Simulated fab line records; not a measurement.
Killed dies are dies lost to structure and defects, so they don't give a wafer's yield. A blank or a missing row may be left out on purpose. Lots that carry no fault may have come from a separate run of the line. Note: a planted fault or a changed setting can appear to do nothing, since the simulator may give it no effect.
Which tool was responsible? | flow sky130 | Sampling: 11 lots, 33 wafers, 2 of 708 route steps

## WHAT THE GAUGES READ, wafer by wafer
SKY_POLY_GATE_THK_MEAS_01.
lot  | measured     | on            | POLY_GATE_CVD_00_THK (nm)
L469 | day 13 19:47 | film-metro-03 | 180.7 179.7 180.2
L471 | day 14 07:09 | film-metro-03 | 179.1 181.1 178.2
L474 | day 15 08:59 | film-metro-01 | 179.5 178.6 180.1
L475 | day 15 19:43 | film-metro-02 | 149.0 148.9 148.4
L476 | day 16 08:20 | film-metro-01 | 148.1 147.4 148.0
L485 | day 19 13:07 | film-metro-01 | 183.8 184.1 184.6
L487 | day 20 15:11 | film-metro-02 | 180.1 181.1 179.5
L489 | day 20 22:32 | film-metro-01 | 179.1 181.7 179.4
L490 | day 21 04:33 | film-metro-02 | 181.1 179.6 181.2
L491 | day 21 14:08 | film-metro-02 | 177.9 179.6 178.7
L492 | day 22 03:59 | film-metro-01 | 181.0 179.1 179.4

## EACH LOT AND THE TOOL THAT RAN IT (in order: tool; ch and the chambers of the sampled wafers; start)
lot  | SKY_POLY_GATE_CVD_00
L469 | lpcvd-01 ch 0, day 13 18:35
L471 | lpcvd-01 ch 1, day 14 05:56
L474 | lpcvd-01 ch 0, day 15 07:47
L475 | lpcvd-01 ch 0, day 15 18:31
L476 | lpcvd-01 ch 0, day 16 06:32
L485 | lpcvd-01 ch 1, day 19 11:55
L487 | lpcvd-01 ch 0, day 20 13:59
L489 | lpcvd-01 ch 0, day 20 21:19
L490 | lpcvd-01 ch 1, day 21 03:20
L491 | lpcvd-01 ch 0, day 21 12:56
L492 | lpcvd-01 ch 1, day 22 02:47
- SKY_POLY_GATE_CVD_00: deposits poly-Si, target thk 180 nm, time 720 s.

## THE ANSWER, worked out from the rows above alone
Rule: the lots themselves supply what counts as usual. Put in order of their means at a reading, lots are off if they are a third of the lots or fewer, leave a main group of 4 or more, and stand apart from it by a gap of 3 or more times the standard deviation of the main group's means; of several such gaps the widest counts. If all means in a main group match to the digits the tables above print for the reading, that group is not used. A lot without any number at a reading at which 4 lots or more have one is off too. All remaining lots with rows at the step are treated as sound.
Off: at SKY_POLY_GATE_THK_MEAS_01 (POLY_GATE_CVD_00_THK), L475, L476. Main group: mean 180.3 nm, sd 1.5.
If a tool, at a process step before that reading, ran all the lots that are off and no sound lot after the first of them, it fits. The gauges at SKY_POLY_GATE_THK_MEAS_01 are tried like those tools. None of those tried fits.

## WHAT THE SIMULATOR HAD INSERTED
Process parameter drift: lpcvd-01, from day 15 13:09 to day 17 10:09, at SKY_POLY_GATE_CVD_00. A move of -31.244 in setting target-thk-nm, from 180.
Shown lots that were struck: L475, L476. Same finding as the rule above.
